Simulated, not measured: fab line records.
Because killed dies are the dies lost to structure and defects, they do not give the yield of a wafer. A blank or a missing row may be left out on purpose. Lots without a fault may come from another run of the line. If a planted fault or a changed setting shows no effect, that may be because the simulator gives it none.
Comparing a struck lot with a sound one :: flow sky130 :: 18 steps out of a route of 708
Sound: these wafers, L242.1, L242.4, L242.5. Wafers struck: L252.3, L252.4, L252.6. The cause is given at the end.
Per side, at each step with rows, come the tool, then ch with its chambers, and then its first start. Under that, the readings that differ: sound wafers :: struck wafers :: difference of the means :: sigmas: that difference in standard deviations of wafers without a fault.
alike: readings whose means differ by less than 2 such deviations, and words and numbers that are the same on both sides. not compared: withheld readings, readings that some wafer has no value for, bounds like >300 that may hide the same value, and numbers for which the record gives no deviation and whose values overlap.
A row with sigmas, a row that says differs or no value, or rows on one side alone: a step with any of these is where the two part. Numbers that don't overlap but have no deviation are shown without sigmas and don't part them. A reading missing from all wafers of one side parts the sides only when that side holds two or more wafers.

first, 4 steps without rows for these wafers: SKY_LDD_HVP_SOFTBAKE_03 (time 60 s); SKY_LDD_HVP_EXPOSE_04 (exposes mask HVPTM, target cd 700 nm); SKY_LDD_HVP_PEB_05; SKY_LDD_HVP_DEVELOP_06 (develop time 60 s).
SKY_LDD_HVP_OVL_MEAS_07:
  sound on overlay-01 at day 25 19:47; struck on overlay-01 at day 28 19:39
  alike: LDD_HVP_OVL
following that, these wafers have no rows for 1 step: SKY_LDD_HVP_IMPLANT_08.
SKY_LDD_HVP_STRIP_09: strips in O2/N2.
  sound on plasmaAsher-01 ch 1, day 25 19:59; struck on plasmaAsher-04 ch 0,1, day 28 19:52
reading: drypumpMotorCurrentA (A)
sound: 6.7 6.7 6.7
struck: 5.2 5.9 5.9
difference: -1.0
sigmas: -2

reading: stripTimeToEndpointS (s)
sound: 4.153 4.160 4.164
struck: 4.125 4.129 4.124
difference: -0.033
sigmas: -3
  alike: oesProductAu
  not compared: rfHoursCounterH
SKY_LDD_HVP_TW_MEAS_10:
  sound on filmMetro-02 at day 25 20:05; struck on filmMetro-04 at day 28 19:57
  alike: LDD_HVP_TW
then, 4 steps without rows for these wafers: SKY_LDD_LDN_DEHYDRATE_00 (time 60 s); SKY_LDD_LDN_HMDS_01 (prime time 60 s); SKY_LDD_LDN_COAT_02 (resist thk 1140 nm); SKY_LDD_LDN_SOFTBAKE_03 (time 60 s).
SKY_LDD_LDN_EXPOSE_04: exposes mask LDNTM, target cd 700 nm.
  sound on ilineStepper-02 ch 0, day 26 10:37; struck on ilineStepper-01 ch 0, day 29 09:41
reading: model.LDD_LDN.overlayXNm (nm)
sound: 0.8824 0.8824 0.8824
struck: -52.83 -52.83 -52.83
difference: -53.71
sigmas: 
  alike: mask
then, 2 steps without rows for these wafers: SKY_LDD_LDN_PEB_05; SKY_LDD_LDN_DEVELOP_06 (develop time 60 s).
SKY_LDD_LDN_OVL_MEAS_07:
  sound on overlay-02 at day 27 01:07; struck on overlay-02 at day 29 23:54
reading: LDD_LDN_OVL (nm)
sound: 1.1 0.0 -0.6
struck: -50.2 -50.4 -50.1
difference: -50.4
sigmas: -36
following that, these wafers have no rows for 1 step: SKY_LDD_LDN_IMPLANT_08.
SKY_PAD_OPEN_PROBE_99:
  the record has rows for the sound wafers here (prober-02, day 48 15:21) and none for the struck ones

## WHERE THEY PART
First at SKY_LDD_HVP_STRIP_09; last, within this record, at SKY_PAD_OPEN_PROBE_99.

WHY: what had been put in by the simulator
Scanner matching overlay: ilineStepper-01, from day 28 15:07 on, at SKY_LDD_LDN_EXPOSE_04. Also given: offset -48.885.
